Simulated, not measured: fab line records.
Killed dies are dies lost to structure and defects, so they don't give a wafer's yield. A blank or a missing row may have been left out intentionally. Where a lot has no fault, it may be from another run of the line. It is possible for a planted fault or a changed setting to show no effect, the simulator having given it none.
fab line records	flow sky130	part 1 of 2: steps 1 to 26 of 35
[record] lots = 5	wafers = 15	last-day = 50
route steps=708 shown VIA3@590 METAL4@598 CAP2M@603
lots with no fault: from the same line, run without faults
start-h: hours from the record's opening day to when the first of the lot's shown wafers began	wait-h: hours from the lot's prior step to this one	" unchanged from the row above	L1.1+2: a row that stands for several wafers	- no value, or no start was given	* or withheld: withheld	< > ~ a bound
route shown NAME@n: NAME is a module with steps in the file, n the number in the route of the first one	usual: average and standard deviation across the fault-free wafers	same: alike in all rows	chamber/n: place in a boat	sites: the reading at each site	_std_site: standard deviation of those values	_edge_site: the outer-site mean with the inner-site mean subtracted	radius-mm: for every site, how far away it sits from the centre of the wafer	mask NAME#n: copy n	behind: the tool/chamber that last shaped the wafer	hold: reason for holding the lot/hours on hold/outcome of the hold	device: the transistor (n, p or np) that didn't switch	end of line: tests of these same wafers at the route's end	step lacking rows: just its recipe	killed: dies lost to structure and defects at the first sort, not the wafer's yield	map: the dies of a wafer, with x for killed, . for not killed, _ for no die there
set.NAME: the setting that was run; set.NAME@STEP: the one run at that earlier step	model.NAME: the simulator's own value behind a step, which no gauge read
a table for each step, a row for each wafer; lots at some steps of the route
services: from which hour (start-h, from the record's first day; less than 0 if before it) a tool's chamber was out of use, for how many hours, and why
[[steps]]
[step SKY_VIA3_STRIP_17]
[recipe] chemistry = post-etch-residue-remover	time-s = 1200	temp-c = 72.5
[usual] bath-guard-temp-C = 72.2/0.48	temp-c = 72.49/0.12
lot.wafer	tool	chamber	start-h	wait-h	bath-guard-temp-C	temp-c
L085.2	wet-bench-04	3	1010.99	0.1	71.8	72.43
L085.4	"	3	"	"	71.5	72.37
L085.5	"	3	"	"	72.0	72.53
L086.1	wet-bench-01	3	1023.48	0.1	72.5	72.52
L086.2	"	3	"	"	72.2	72.50
L086.5	"	3	"	"	72.1	72.39
L091.1	wet-bench-03	3	1048.08	0.1	72.4	72.43
L091.2	"	3	"	"	72.7	72.47
L091.4	"	3	"	"	72.2	72.45
L094.2	wet-bench-04	3	1075.21	0.1	71.8	72.40
L094.3	"	3	"	"	72.0	72.54
L094.6	"	3	"	"	71.7	72.36
L096.2	wet-bench-03	0	1082.09	0.1	73.0	72.55
L096.3	"	0	"	"	72.8	72.44
L096.4	"	0	"	"	72.7	72.48
[step SKY_VIA3_CLEAN_18]
[recipe] chemistry = IPA	time-s = 180	temp-c = 25
[usual] temp-c = 24.99/0.12
lot.wafer	tool	chamber	start-h	wait-h	temp-c
L085.2	wet-bench-04	1	1011.37	0.0	25.05
L085.4	"	1	"	"	24.80
L085.5	"	1	"	"	24.88
L086.1	wet-bench-03	0	1024.16	0.0	25.00
L086.2	"	0	"	"	25.01
L086.5	"	0	"	"	25.08
L091.1	wet-bench-04	2	1048.45	0.0	24.80
L091.2	"	2	"	"	24.96
L091.4	"	2	"	"	24.94
L094.2	wet-bench-03	0	1075.55	0.0	25.09
L094.3	"	0	"	"	24.76
L094.6	"	0	"	"	24.80
L096.2	wet-bench-04	0	1082.46	0.0	25.10
L096.3	"	0	"	"	24.96
L096.4	"	0	"	"	25.06
[step SKY_VIA3_CLEAN_19]
[recipe] chemistry = O3/DIW	dry = n2-spin
lot.wafer	tool	chamber	start-h	wait-h
L085.2+4+5	wet-bench-04	0	1011.43	0.0
L086.1+2+5	wet-bench-01	0	1024.23	0.0
L091.1+2+4	wet-bench-03	3	1048.51	0.0
L094.2+3+6	wet-bench-04	1	1075.61	0.0
L096.2+3+4	wet-bench-03	2	1082.52	0.0
[step SKY_VIA3_SPUTTER_20]
[recipe] material = TiN	target-thk-nm = 20	chamber-pressure-pa = 5	power-w = 4000	time-s = 80
[usual] cathode-dc-power-W = 3999.9/0.67	throttle-valve-pct = 30.1/0.7
lot.wafer	tool	chamber	start-h	wait-h	cathode-dc-power-W	throttle-valve-pct
L085.2	pvd-sputter-04	-	1011.53	0.0	4000.2	29.8
L085.4	"	-	"	"	4000.1	31.0
L085.5	"	-	"	"	3999.8	29.9
L086.1	pvd-sputter-02	-	1024.41	0.0	3999.6	30.5
L086.2	"	-	"	"	3999.5	29.8
L086.5	"	-	"	"	3998.9	30.5
L091.1	pvd-sputter-04	-	1048.61	0.0	4001.3	30.2
L091.2	"	-	"	"	3999.7	30.9
L091.4	"	-	"	"	3998.1	28.8
L094.2	pvd-sputter-02	-	1075.70	0.0	3998.5	30.6
L094.3	"	-	"	"	4000.6	30.3
L094.6	"	-	"	"	4000.5	30.3
L096.2	pvd-sputter-02	-	1082.62	0.0	3998.7	29.8
L096.3	"	-	"	"	4000.2	30.7
L096.4	"	-	"	"	3999.8	30.2
[step SKY_VIA3_CVD_21]
[recipe] material = W	target-thk-nm = 390	time-s = 117.31	temp-c = 400	pressure-torr = 40
[usual] heater-power-w = 893/60
lot.wafer	tool	chamber	start-h	wait-h	heater-power-w
L085.2	cvd-w-02	1	1011.59	0.0	966
L085.4	"	0	"	"	909
L085.5	"	1	"	"	947
L086.1	cvd-w-01	1	1024.47	0.0	806
L086.2	"	0	"	"	858
L086.5	"	1	"	"	793
L091.1	cvd-w-02	0	1048.67	0.0	940
L091.2	"	1	"	"	925
L091.4	"	0	"	"	932
L094.2	cvd-w-02	0	1075.76	0.0	914
L094.3	"	0	"	"	938
L094.6	"	0	"	"	909
L096.2	cvd-w-02	1	1082.68	0.0	936
L096.3	"	0	"	"	933
L096.4	"	1	"	"	991
[step SKY_VIA3_RS_MEAS_22]
[recipe] thk-meas-gauge = four-point-probe	reads = W_of_VIA3_CVD_21+TiN_of_VIA3_SPUTTER_20
[usual] VIA3_W_RS = 0.294/0.0037
lot.wafer	tool	chamber	start-h	wait-h	VIA3_W_RS[ohm/sq]
L085.2	film-metro-02	-	1011.73	0.1	0.298
L085.4	"	-	"	"	0.291
L085.5	"	-	"	"	0.300
L086.1	film-metro-01	-	1024.60	0.1	0.293
L086.2	"	-	"	"	0.293
L086.5	"	-	"	"	0.297
L091.1	film-metro-02	-	1048.79	0.1	0.295
L091.2	"	-	"	"	0.300
L091.4	"	-	"	"	0.294
L094.2	film-metro-01	-	1075.91	0.1	0.291
L094.3	"	-	"	"	0.290
L094.6	"	-	"	"	0.291
L096.2	film-metro-01	-	1082.82	0.1	0.295
L096.3	"	-	"	"	0.293
L096.4	"	-	"	"	0.298
[step SKY_VIA3_THK_MEAS_23]
[recipe] thk-meas-gauge = xrf	reads = W_of_VIA3_CVD_21
[usual] VIA3_W_THK = 385/5.4
lot.wafer	tool	chamber	start-h	wait-h	VIA3_W_THK[nm]
L085.2	film-metro-02	-	1011.84	0.1	381
L085.4	"	-	"	"	387
L085.5	"	-	"	"	376
L086.1	film-metro-01	-	1024.72	0.1	387
L086.2	"	-	"	"	385
L086.5	"	-	"	"	381
L091.1	film-metro-02	-	1048.91	0.1	380
L091.2	"	-	"	"	373
L091.4	"	-	"	"	381
L094.2	film-metro-01	-	1076.02	0.1	389
L094.3	"	-	"	"	391
L094.6	"	-	"	"	389
L096.2	film-metro-01	-	1082.93	0.1	389
L096.3	"	-	"	"	390
L096.4	"	-	"	"	384
[step SKY_VIA3_CMP_24]
[recipe] stop-on = SiO2	t-overpolish-s = 20	down-force-psi = 3.5	platen-rpm = 60	target-thk-nm = 0	pad-velocity-m-s = 0.94248
[usual] motor-current-A = 10.5/1.2	overpolish-run-s = 20.000/0.0089	slurry-flow-ml-min = 150.0/0.49	time-to-endpoint-s = 95/4.7
lot.wafer	tool	chamber	start-h	wait-h	motor-current-A	overpolish-run-s	slurry-flow-ml-min	time-to-endpoint-s
L085.4	cmp-02	2	1011.89	0.0	12.5	19.990	149.7	94
L085.2	"	1	"	"	10.0	19.995	150.1	102
L085.5	"	2	"	"	13.1	19.994	149.5	96
L086.2	cmp-01	1	1024.83	0.1	8.7	20.002	149.7	95
L086.1	"	3	"	"	11.1	19.996	150.2	87
L086.5	"	0	"	"	11.3	19.990	151.1	89
L091.2	cmp-01	3	1048.97	0.0	10.7	19.995	149.9	92
L091.4	"	0	"	"	11.6	20.020	150.0	94
L091.1	"	2	"	"	9.2	19.990	149.7	98
L094.2	cmp-01	0	1076.12	0.1	11.3	20.013	149.7	92
L094.3	"	1	"	"	9.2	20.008	150.4	95
L094.6	"	0	"	"	11.5	20.004	150.1	94
L096.4	cmp-01	3	1082.98	0.0	10.6	19.992	150.4	84
L096.3	"	0	"	"	11.2	19.999	150.8	88
L096.2	"	1	"	"	9.0	19.994	150.4	87
[step SKY_METAL4_SPUTTER_00]
[recipe] material = Ti	target-thk-nm = 15	power-w = 3000	time-s = 10	chamber-pressure-pa = 0.4
[usual] cathode-dc-power-W = 3000.0/0.58	throttle-valve-pct = 30.0/0.82
lot.wafer	tool	chamber	start-h	wait-h	cathode-dc-power-W	throttle-valve-pct
L085.2	pvd-sputter-01	-	1012.19	0.1	3000.8	29.4
L085.4	"	-	"	"	2999.9	30.9
L085.5	"	-	"	"	3000.2	31.8
L086.1	pvd-sputter-03	-	1025.08	0.1	3000.8	30.2
L086.2	"	-	"	"	3000.2	30.1
L086.5	"	-	"	"	2999.8	30.0
L091.1	pvd-sputter-01	-	1049.27	0.1	3000.5	31.2
L091.2	"	-	"	"	2999.7	28.8
L091.4	"	-	"	"	2999.9	32.0
L094.2	pvd-sputter-04	-	1076.37	0.2	3000.3	30.7
L094.3	"	-	"	"	2998.8	28.6
L094.6	"	-	"	"	2998.4	29.7
L096.2	pvd-sputter-03	-	1083.28	0.1	2999.7	29.9
L096.3	"	-	"	"	3000.2	29.1
L096.4	"	-	"	"	3000.3	30.1
[step SKY_METAL4_SPUTTER_01]
[recipe] material = TiN	target-thk-nm = 20	power-w = 6500	time-s = 16.7	chamber-pressure-pa = 0.4
[usual] cathode-dc-power-W = 6499.9/1.2	throttle-valve-pct = 30.0/0.84
lot.wafer	tool	chamber	start-h	wait-h	cathode-dc-power-W	throttle-valve-pct
L085.2	pvd-sputter-01	-	1012.22	0.0	6499.1	29.0
L085.4	"	-	"	"	6501.9	30.8
L085.5	"	-	"	"	6499.2	31.6
L086.1	pvd-sputter-03	-	1025.10	0.0	6499.7	29.7
L086.2	"	-	"	"	6499.7	29.9
L086.5	"	-	"	"	6499.7	29.9
L091.1	pvd-sputter-01	-	1049.30	0.0	6500.1	31.0
L091.2	"	-	"	"	6502.4	29.3
L091.4	"	-	"	"	6499.0	31.5
L094.2	pvd-sputter-04	-	1076.39	0.0	6499.6	31.2
L094.3	"	-	"	"	6499.1	28.7
L094.6	"	-	"	"	6498.3	29.7
L096.2	pvd-sputter-03	-	1083.31	0.0	6499.6	29.7
L096.3	"	-	"	"	6500.0	29.4
L096.4	"	-	"	"	6498.6	30.0
[step SKY_METAL4_SPUTTER_02]
[recipe] material = AlCu	target-thk-nm = 735	power-w = 10600	time-s = 39.1	chamber-pressure-pa = 0.4
[usual] cathode-dc-power-W = 10600/1.8	throttle-valve-pct = 30.0/0.83
lot.wafer	tool	chamber	start-h	wait-h	cathode-dc-power-W	throttle-valve-pct
L085.2	pvd-sputter-01	-	1012.24	0.0	10600	29.2
L085.4	"	-	"	"	10605	31.2
L085.5	"	-	"	"	10601	31.8
L086.1	pvd-sputter-03	-	1025.13	0.0	10602	30.1
L086.2	"	-	"	"	10602	29.7
L086.5	"	-	"	"	10599	29.8
L091.1	pvd-sputter-01	-	1049.32	0.0	10599	31.1
L091.2	"	-	"	"	10599	29.1
L091.4	"	-	"	"	10599	31.6
L094.2	pvd-sputter-04	-	1076.41	0.0	10599	31.0
L094.3	"	-	"	"	10602	28.7
L094.6	"	-	"	"	10598	29.8
L096.2	pvd-sputter-03	-	1083.33	0.0	10601	29.8
L096.3	"	-	"	"	10600	29.3
L096.4	"	-	"	"	10601	29.9
[step SKY_METAL4_SPUTTER_03]
[recipe] material = Ti	target-thk-nm = 5	power-w = 3000	time-s = 3.3	chamber-pressure-pa = 0.4
[usual] cathode-dc-power-W = 3000.0/0.51	throttle-valve-pct = 30.0/0.83
lot.wafer	tool	chamber	start-h	wait-h	cathode-dc-power-W	throttle-valve-pct
L085.2	pvd-sputter-01	-	1012.28	0.0	2999.9	29.2
L085.4	"	-	"	"	3000.3	31.2
L085.5	"	-	"	"	3000.3	31.6
L086.1	pvd-sputter-03	-	1025.16	0.0	2999.3	29.9
L086.2	"	-	"	"	2999.4	29.9
L086.5	"	-	"	"	2999.8	29.9
L091.1	pvd-sputter-01	-	1049.36	0.0	2999.6	30.9
L091.2	"	-	"	"	2999.6	29.1
L091.4	"	-	"	"	3000.6	31.7
L094.2	pvd-sputter-04	-	1076.45	0.0	2999.3	30.7
L094.3	"	-	"	"	3000.7	28.7
L094.6	"	-	"	"	3000.1	29.9
L096.2	pvd-sputter-03	-	1083.37	0.0	3001.7	29.9
L096.3	"	-	"	"	3000.5	29.1
L096.4	"	-	"	"	3000.1	30.0
[step SKY_METAL4_SPUTTER_04]
[recipe] material = TiN	target-thk-nm = 70	power-w = 6500	time-s = 58.3	chamber-pressure-pa = 0.4
[usual] cathode-dc-power-W = 6499.9/1.2	throttle-valve-pct = 30.0/0.82
lot.wafer	tool	chamber	start-h	wait-h	cathode-dc-power-W	throttle-valve-pct
L085.2	pvd-sputter-01	-	1012.30	0.0	6500.9	29.1
L085.4	"	-	"	"	6499.8	31.1
L085.5	"	-	"	"	6499.8	31.8
L086.1	pvd-sputter-03	-	1025.18	0.0	6500.5	30.0
L086.2	"	-	"	"	6500.4	29.9
L086.5	"	-	"	"	6500.5	29.5
L091.1	pvd-sputter-01	-	1049.38	0.0	6498.8	31.0
L091.2	"	-	"	"	6497.9	29.2
L091.4	"	-	"	"	6498.8	31.7
L094.2	pvd-sputter-04	-	1076.47	0.0	6500.2	31.2
L094.3	"	-	"	"	6498.8	28.8
L094.6	"	-	"	"	6499.9	29.8
L096.2	pvd-sputter-03	-	1083.39	0.0	6501.7	30.0
L096.3	"	-	"	"	6499.9	29.4
L096.4	"	-	"	"	6500.7	29.9
[step SKY_CAP2M_CVD_00]
[recipe] material = SiO2	target-thk-nm = 15.5	temp-c = 400	time-s = withheld	rf-w = 450
[usual] heater-power-w = 722/120
lot.wafer	tool	chamber	start-h	wait-h	heater-power-w
L085.2	pecvd-01	2	1012.35	0.0	658
L085.4	"	0	"	"	837
L085.5	"	1	"	"	482
L086.1	pecvd-01	2	1025.23	0.0	720
L086.2	"	0	"	"	831
L086.5	"	1	"	"	548
L091.1	pecvd-02	0	1049.43	0.0	781
L091.2	"	2	"	"	703
L091.4	"	2	"	"	700
L094.2	pecvd-01	2	1076.52	0.0	744
L094.3	"	0	"	"	765
L094.6	"	2	"	"	742
L096.2	pecvd-02	0	1083.44	0.0	656
L096.3	"	1	"	"	961
L096.4	"	1	"	"	953
[step SKY_CAP2M_THK_MEAS_01]
[recipe] reads = SiO2_of_CAP2M_CVD_00
[usual] CAP2M_CVD_00_THK = 15.46/0.19
lot.wafer	tool	chamber	start-h	wait-h	CAP2M_CVD_00_THK[nm]
L085.2	film-metro-02	-	1012.38	-	15.29
L085.4	"	-	"	"	15.67
L085.5	"	-	"	"	15.53
L086.1	film-metro-03	-	1025.25	-	15.17
L086.2	"	-	"	"	15.34
L086.5	"	-	"	"	15.68
L091.1	film-metro-03	-	1049.45	-	15.25
L091.2	"	-	"	"	15.17
L091.4	"	-	"	"	15.42
L094.2	film-metro-01	-	1076.55	-	15.22
L094.3	"	-	"	"	15.37
L094.6	"	-	"	"	15.52
L096.2	film-metro-03	-	1083.47	-	15.66
L096.3	"	-	"	"	15.58
L096.4	"	-	"	"	15.91
[step SKY_CAP2M_SPUTTER_02]
[recipe] material = TiN	target-thk-nm = 200	temp-c = 300	power-w = 6500	time-s = 166.7	chamber-pressure-pa = 0.4
[usual] cathode-dc-power-W = 6500.0/1.2	throttle-valve-pct = 30.1/0.75
lot.wafer	tool	chamber	start-h	wait-h	cathode-dc-power-W	throttle-valve-pct
L085.2	pvd-sputter-02	-	1012.43	0.0	6500.4	30.6
L085.4	"	-	"	"	6501.8	29.8
L085.5	"	-	"	"	6500.4	30.5
L086.1	pvd-sputter-02	-	1025.31	0.1	6500.1	30.3
L086.2	"	-	"	"	6501.4	29.9
L086.5	"	-	"	"	6498.9	30.7
L091.1	pvd-sputter-03	-	1049.51	0.1	6499.1	29.4
L091.2	"	-	"	"	6498.6	29.8
L091.4	"	-	"	"	6498.4	29.3
L094.2	pvd-sputter-01	-	1076.60	0.0	6501.8	31.8
L094.3	"	-	"	"	6499.9	29.1
L094.6	"	-	"	"	6503.4	31.6
L096.2	pvd-sputter-02	-	1083.52	0.0	6499.7	29.7
L096.3	"	-	"	"	6499.6	30.4
L096.4	"	-	"	"	6500.6	29.8
[step SKY_CAP2M_RS_MEAS_03]
[recipe] thk-meas-gauge = four-point-probe	reads = TiN_of_CAP2M_SPUTTER_02
[usual] CAP2M_TIN_RS = 6.94/0.081
lot.wafer	tool	chamber	start-h	wait-h	CAP2M_TIN_RS[ohm/sq]
L085.2	film-metro-03	-	1012.56	0.1	7.01
L085.4	"	-	"	"	6.97
L085.5	"	-	"	"	7.01
L086.1	film-metro-02	-	1025.42	0.1	6.94
L086.2	"	-	"	"	6.98
L086.5	"	-	"	"	6.94
L091.1	film-metro-01	-	1049.62	0.1	6.99
L091.2	"	-	"	"	7.00
L091.4	"	-	"	"	6.99
L094.2	film-metro-03	-	1076.73	0.1	6.98
L094.3	"	-	"	"	6.92
L094.6	"	-	"	"	6.89
L096.2	film-metro-02	-	1083.65	0.1	7.09
L096.3	"	-	"	"	6.86
L096.4	"	-	"	"	6.98
[step SKY_CAP2M_THK_MEAS_04]
[recipe] thk-meas-gauge = xrf	reads = TiN_of_CAP2M_SPUTTER_02
[usual] CAP2M_TIN_THK = 200.5/2.6
lot.wafer	tool	chamber	start-h	wait-h	CAP2M_TIN_THK[nm]
L085.2	film-metro-03	-	1012.67	0.1	198.7
L085.4	"	-	"	"	200.9
L085.5	"	-	"	"	199.0
L086.1	film-metro-02	-	1025.54	0.1	198.4
L086.2	"	-	"	"	197.7
L086.5	"	-	"	"	199.1
L091.1	film-metro-01	-	1049.74	0.1	198.7
L091.2	"	-	"	"	198.5
L091.4	"	-	"	"	198.9
L094.2	film-metro-03	-	1076.84	0.1	200.1
L094.3	"	-	"	"	201.3
L094.6	"	-	"	"	202.6
L096.2	film-metro-02	-	1083.76	0.1	194.5
L096.3	"	-	"	"	200.9
L096.4	"	-	"	"	197.4
[step SKY_CAP2M_DEHYDRATE_05]
[recipe] temp-c = 200	time-s = 60
[usual] plate-temp-C = 200.03/0.18
lot.wafer	tool	chamber	start-h	wait-h	plate-temp-C
L085.2	litho-track-03	0	1023.14	10.5	199.86
L085.4	"	0	"	"	199.74
L085.5	"	0	"	"	199.87
L086.1	litho-track-01	0	1035.45	9.9	200.23
L086.2	"	0	"	"	199.77
L086.5	"	0	"	"	199.99
L091.1	litho-track-01	0	1059.30	9.6	200.18
L091.2	"	0	"	"	200.14
L091.4	"	0	"	"	200.03
L094.2	litho-track-02	0	1086.25	9.4	199.91
L094.3	"	0	"	"	200.27
L094.6	"	0	"	"	199.99
L096.2	litho-track-01	0	1093.52	9.8	199.92
L096.3	"	0	"	"	199.90
L096.4	"	0	"	"	199.68
[step SKY_CAP2M_HMDS_06]
[recipe] prime-time-s = 60	prime-temp-c = 120
lot.wafer	tool	chamber	start-h	wait-h
L085.2+4+5	litho-track-03	0	1023.29	0.1
L086.1+2+5	litho-track-01	0	1035.60	0.1
L091.1+2+4	litho-track-01	0	1059.45	0.1
L094.2+3+6	litho-track-02	0	1086.40	0.1
L096.2+3+4	litho-track-01	0	1093.67	0.1
[step SKY_CAP2M_COAT_07]
[recipe] resist = NOVOLAK	spin-rpm = 3000	resist-thk-nm = 1140
[usual] dispense-pressure-kPa = 44/3.1
lot.wafer	tool	chamber	start-h	wait-h	dispense-pressure-kPa
L085.2	litho-track-03	0	1023.44	0.1	41
L085.4	"	0	"	"	41
L085.5	"	0	"	"	41
L086.1	litho-track-01	0	1035.75	0.1	44
L086.2	"	0	"	"	44
L086.5	"	0	"	"	44
L091.1	litho-track-01	0	1059.60	0.1	44
L091.2	"	0	"	"	44
L091.4	"	0	"	"	44
L094.2	litho-track-02	0	1086.55	0.1	50
L094.3	"	0	"	"	50
L094.6	"	0	"	"	50
L096.2	litho-track-01	0	1093.82	0.1	44
L096.3	"	0	"	"	44
L096.4	"	0	"	"	44
[step SKY_CAP2M_SOFTBAKE_08]
[recipe] temp-c = 90	time-s = 60	resist = NOVOLAK
[usual] plate-temp-C = 90.02/0.13
lot.wafer	tool	chamber	start-h	wait-h	plate-temp-C
L085.2	litho-track-03	0	1023.59	0.1	90.01
L085.4	"	0	"	"	89.98
L085.5	"	0	"	"	89.86
L086.1	litho-track-01	0	1035.90	0.1	90.08
L086.2	"	0	"	"	90.13
L086.5	"	0	"	"	90.19
L091.1	litho-track-01	0	1059.75	0.1	90.04
L091.2	"	0	"	"	89.95
L091.4	"	0	"	"	90.06
L094.2	litho-track-02	0	1086.70	0.1	90.09
L094.3	"	0	"	"	90.11
L094.6	"	0	"	"	89.97
L096.2	litho-track-01	0	1093.97	0.1	89.93
L096.3	"	0	"	"	90.01
L096.4	"	0	"	"	89.95
[step SKY_CAP2M_EXPOSE_09]
[recipe] mask-id = CAP2M	na = 0.6	source-shape = conventional	sigma-outer = 0.6	polarization = unpolarized	target-cd-nm = 1000	dose-mj = 159
lot.wafer	tool	chamber	start-h	wait-h	mask
L085.2+4+5	iline-stepper-02	0	-	-	CAP2M#0
L086.1+2+5	iline-stepper-01	0	-	-	CAP2M#0
L091.1+2+4	iline-stepper-01	0	-	-	CAP2M#0
L094.2+3+6	iline-stepper-02	0	-	-	CAP2M#0
L096.2+3+4	iline-stepper-01	0	-	-	CAP2M#0
[step SKY_CAP2M_PEB_10]
[recipe] temp-c = withheld	time-s = *	resist = NOVOLAK
lot.wafer	tool	chamber	start-h	wait-h
L085.2+4+5	litho-track-01	0	-	-
L086.1+2+5	litho-track-01	0	-	-
L091.1+2+4	litho-track-02	0	-	-
L094.2+3+6	litho-track-01	0	-	-
L096.2+3+4	litho-track-01	0	-	-
[step SKY_CAP2M_DEVELOP_11]
[recipe] resist = NOVOLAK	developer = TMAH	develop-time-s = 60	dev-temp-c = 23
lot.wafer	tool	chamber	start-h	wait-h
L085.2+4+5	litho-track-01	0	1034.32	0.1
L086.1+2+5	litho-track-01	0	1047.05	0.1
L091.1+2+4	litho-track-02	0	1070.28	0.1
L094.2+3+6	litho-track-01	0	1097.62	0.1
L096.2+3+4	litho-track-01	0	1104.12	0.1
[step SKY_CAP2M_OVL_MEAS_12]
[usual] CAP2M_OVL = 0.1/1.3
lot.wafer	tool	chamber	start-h	wait-h	CAP2M_OVL[nm]
L085.2	overlay-01	-	1034.46	0.1	-1.3
L085.4	"	-	"	"	0.6
L085.5	"	-	"	"	-2.7
L086.1	overlay-02	-	1047.20	0.1	1.7
L086.2	"	-	"	"	0.0
L086.5	"	-	"	"	-0.1
L091.1	overlay-02	-	1070.43	0.1	-1.7
L091.2	"	-	"	"	-2.2
L091.4	"	-	"	"	-5.0
L094.2	overlay-01	-	1097.76	0.1	1.8
L094.3	"	-	"	"	0.6
L094.6	"	-	"	"	1.2
L096.2	overlay-01	-	1104.26	0.1	0.5
L096.3	"	-	"	"	-1.2
L096.4	"	-	"	"	3.0
